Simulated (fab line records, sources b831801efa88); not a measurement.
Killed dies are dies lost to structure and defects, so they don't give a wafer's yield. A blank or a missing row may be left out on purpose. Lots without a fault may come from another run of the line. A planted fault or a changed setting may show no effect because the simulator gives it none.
Which tool did it? | flow gf180mcu | 13 lots, 39 wafers sampled, at 5 steps of a route of 602

WHAT THE GAUGES READ, wafer by wafer
GF_MVPSD_TW_MEAS_11.
lot  | measured     | on            | MVPSD_TW
L569 | day 5 00:08  | film_metro-01 | 554 548 553
L571 | day 5 12:37  | film_metro-01 | 554 553 552
L572 | day 5 16:32  | film_metro-04 | 549 547 549
L573 | day 5 23:46  | film_metro-03 | 551 552 554
L574 | day 6 06:07  | film_metro-03 | 550 551 549
L576 | day 6 16:43  | film_metro-03 | 547 548 549
L579 | day 7 12:11  | film_metro-03 | 548 546 544
L584 | day 8 18:34  | film_metro-04 | 558 556 556
L585 | day 9 00:34  | film_metro-01 | 571 570 569
L586 | day 9 07:32  | film_metro-03 | 560 559 561
L588 | day 9 19:19  | film_metro-03 | 548 549 547
L589 | day 10 02:28 | film_metro-04 | 547 544 547
L592 | day 10 17:22 | film_metro-01 | 565 560 562

GF_VT_IMPLANT_RS_MEAS_49: measures by four-point-probe.
lot  | measured     | on            | MVPSD_RS (ohm/sq)
L569 | day 7 12:14  | film_metro-04 | 1169.9 1170.1 1171.2
L571 | day 8 02:44  | film_metro-01 | 1167.0 1166.3 1163.5
L572 | day 8 08:23  | film_metro-03 | 1168.1 1166.2 1167.4
L573 | day 8 15:35  | film_metro-03 | 1164.2 1165.2 1163.8
L574 | day 8 22:15  | film_metro-03 | 1167.3 1166.4 1168.0
L576 | day 9 12:09  | film_metro-03 | 1167.1 1170.4 1167.4
L579 | day 10 07:34 | film_metro-01 | 1166.4 1168.8 1166.8
L584 | day 11 18:38 | film_metro-03 | - - -
L585 | day 11 23:42 | film_metro-03 | - - -
L586 | day 12 08:26 | film_metro-03 | - - -
L588 | day 12 22:08 | film_metro-01 | 1166.0 1164.5 1166.0
L589 | day 13 06:00 | film_metro-03 | 1165.4 1166.5 1166.5
L592 | day 13 22:35 | film_metro-04 | 1169.0 1173.1 1167.6

GF_HV_LDD_THK_MEAS_55.
lot  | measured     | on            | HV_LDD_CVD_54_THK (nm)
L569 | day 12 07:43 | film_metro-01 | 10.14 10.12 10.11
L571 | day 13 00:11 | film_metro-03 | 9.96 9.98 9.99
L572 | day 13 08:30 | film_metro-01 | 9.91 9.96 10.10
L573 | day 13 15:29 | film_metro-03 | 10.20 10.19 10.19
L574 | day 14 01:46 | film_metro-03 | 10.03 10.13 10.05
L576 | day 14 18:31 | film_metro-01 | 9.98 9.88 9.99
L579 | day 15 18:04 | film_metro-03 | 10.06 10.14 10.15
L584 | day 17 13:50 | film_metro-03 | 10.06 9.91 9.94
L585 | day 17 18:02 | film_metro-01 | 9.91 10.02 9.87
L586 | day 18 07:32 | film_metro-03 | 10.07 10.22 10.08
L588 | day 18 21:52 | film_metro-03 | 9.86 9.82 9.67
L589 | day 19 06:46 | film_metro-01 | 10.00 9.98 9.98
L592 | day 20 02:16 | film_metro-01 | 9.97 10.00 10.06

GF_PSD_OVL_MEAS_08.
lot  | measured     | on         | PSD_OVL (nm)
L569 | day 14 02:02 | overlay-01 | 0.1 -0.5 0.3
L571 | day 14 20:20 | overlay-01 | 1.8 2.6 2.1
L572 | day 15 04:11 | overlay-02 | 1.4 0.7 1.9
L573 | day 15 12:10 | overlay-01 | 1.1 0.5 -0.8
L574 | day 15 23:30 | overlay-01 | 2.6 2.5 3.3
L576 | day 16 16:36 | overlay-02 | -3.4 -0.3 -2.5
L579 | day 17 18:04 | overlay-02 | -0.4 0.2 1.3
L584 | day 19 16:23 | overlay-02 | 2.8 -0.7 2.1
L585 | day 19 20:51 | overlay-01 | -1.4 -0.5 -0.4
L586 | day 20 08:59 | overlay-02 | 0.4 1.2 -0.2
L588 | day 21 00:20 | overlay-02 | -1.3 -1.7 -1.0
L589 | day 21 08:18 | overlay-02 | 0.2 0.7 0.5
L592 | day 22 07:32 | overlay-02 | 3.0 1.8 1.8

WHICH TOOL RAN EACH LOT (tool, then ch and the chambers of the sampled wafers, then the start)
lot  | GF_MVPSD_IMPLANT_09
L569 | implanter-01 ch 0, day 4 23:53
L571 | implanter-01 ch 0, day 5 12:22
L572 | implanter-02 ch 0, day 5 16:17
L573 | implanter-02 ch 0, day 5 23:31
L574 | implanter-01 ch 0, day 6 05:53
L576 | implanter-03 ch 0, day 6 16:29
L579 | implanter-01 ch 0, day 7 11:58
L584 | implanter-01 ch 0, day 8 18:19
L585 | implanter-01 ch 0, day 9 00:20
L586 | implanter-01 ch 0, day 9 07:17
L588 | implanter-03 ch 0, day 9 19:04
L589 | implanter-02 ch 0, day 10 02:14
L592 | implanter-02 ch 0, day 10 17:07
- GF_MVPSD_IMPLANT_09

WHAT THE TOOLS THEMSELVES READ (means of the sampled wafers that have a number; where no wafer has one, the mark that the record gives instead)
GF_MVPSD_IMPLANT_09.
lot  | tool         | beam_energy_keV | tilt_deg (degrees)
L569 | implanter-01 | 39.994          | -0.006
L571 | implanter-01 | 39.992          | 0.017
L572 | implanter-02 | 40.004          | -0.016
L573 | implanter-02 | 39.990          | 0.003
L574 | implanter-01 | 39.998          | -0.004
L576 | implanter-03 | 40.016          | -0.007
L579 | implanter-01 | 39.991          | -0.013
L584 | implanter-01 | 40.006          | 16.129
L585 | implanter-01 | 40.015          | 16.117
L586 | implanter-01 | 39.996          | 16.137
L588 | implanter-03 | 39.967          | -0.023
L589 | implanter-02 | 39.996          | 0.011
L592 | implanter-02 | 40.003          | -0.024

THE ANSWER, worked out from the rows above alone
Rule: what is usual is taken from the lots themselves. Put in order of their means at a reading, lots are off if they are a third of the lots or fewer, leave a main group of 4 or more, and stand apart from it by a gap of 3 or more times the standard deviation of the main group's means; of several such gaps the widest counts. A main group whose means are all the same, to the digits that the tables above print for the reading, isn't used. A lot without any number at a reading at which 4 lots or more have one is off too. The other lots that the step has rows for count as sound. The gauges are gone through in route order, then the tools' own readings, and for those a lot's mean is taken as printed above. The first step at which some lot is off is used, and at that step the reading that is off furthest; a lot without a number counts as furthest.
Off: L584, L585, L586, at GF_VT_IMPLANT_RS_MEAS_49 (MVPSD_RS). Without a number there: L584, L585, L586. The main group: mean 1167.2 ohm/sq, standard deviation 1.8.
A tool fits if, at a process step before that reading, it ran every lot that is off, and no sound lot after the first of them. The gauges at GF_VT_IMPLANT_RS_MEAS_49 aren't tried: what is off there is off at GF_MVPSD_IMPLANT_09 too, on other tools, and a gauge's error can't cause that. One fits: implanter-01 at GF_MVPSD_IMPLANT_09. Its last sound lot is L579 (day 7 11:58), its first lot that is off L584 (day 8 18:19): a fault that began between those two fits.
The tool's own readings at GF_MVPSD_IMPLANT_09 bear it out: on the lots that are off they differ by more than 5 times the standard deviation of the sound lots' means. tilt_deg reads 16.128 degrees there against -0.006 degrees on the sound lots.

WHAT THE SIMULATOR HAD PUT IN
Process parameter drift: implanter-01, from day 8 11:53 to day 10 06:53, at GF_MVPSD_IMPLANT_09. Setting tilt_deg, moved by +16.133, from 0. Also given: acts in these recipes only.
Lots struck among those shown: L584, L585, L586. The rule above found the same.
